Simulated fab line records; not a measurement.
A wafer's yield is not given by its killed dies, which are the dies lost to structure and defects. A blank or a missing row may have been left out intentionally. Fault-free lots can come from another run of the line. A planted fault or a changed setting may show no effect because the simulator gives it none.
Chamber matching | flow sky130 | rieDiel-01 running SKY_METAL4_ETCH_17: 4 sister chambers
The step etches SiO2 in C4F8/O2/Ar, stops on TiN, time 3.9 s, target depth 15 nm. 4 wafers are shown with their chamber, then 10 later ones without.

## WAFERS WITH THEIR CHAMBER
wafer  | chamber | rfFwdPowerW (W)
L086.6 | 0       | 1465
L087.5 | 2       | 1472
L093.1 | 3       | 1460
L093.3 | 1       | 1460

## WAFERS WHOSE CHAMBER IS MISSING
wafer  | rfFwdPowerW (W)
L093.5 | 1466
L091.1 | 1458
L091.2 | 1461
L091.3 | 1466
L092.2 | 1464
L092.3 | 1475
L092.5 | 1471
L097.1 | 1472
L097.2 | 1462
L097.4 | 1467

## WHICH CHAMBER EACH WENT THROUGH
wafer  | from the rows above          | in truth
L093.5 | 0                            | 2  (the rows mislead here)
L091.1 | can't be placed: 1 or 3      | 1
L091.2 | can't be placed: 1 or 3 or 0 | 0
L091.3 | 0                            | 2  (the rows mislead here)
L092.2 | can't be placed: 0 or 1 or 3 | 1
L092.3 | 2                            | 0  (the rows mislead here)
L092.5 | 2                            | 2
L097.1 | 2                            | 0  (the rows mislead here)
L097.2 | can't be placed: 1 or 3 or 0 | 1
L097.4 | can't be placed: 0 or 2      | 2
Correct placement for 1 of the 10. Not placeable from these rows: 5 (in 5, the candidates include the true chamber). Placed wrongly: 4.
How it was worked out, from the rows above alone: a wafer's distance from a chamber is the root of the sum, over the readings, of the square of ((its reading less the chamber's mean) divided by the reading's scatter). If the next closest chamber is less than 2 further off than the closest, the wafer can't be placed; otherwise it belongs to the closest. The mean given for a chamber averages the wafers shown for that chamber. The scatter: root of mean squared gap, hidden wafer to nearest shown wafer, with one shown wafer a chamber.
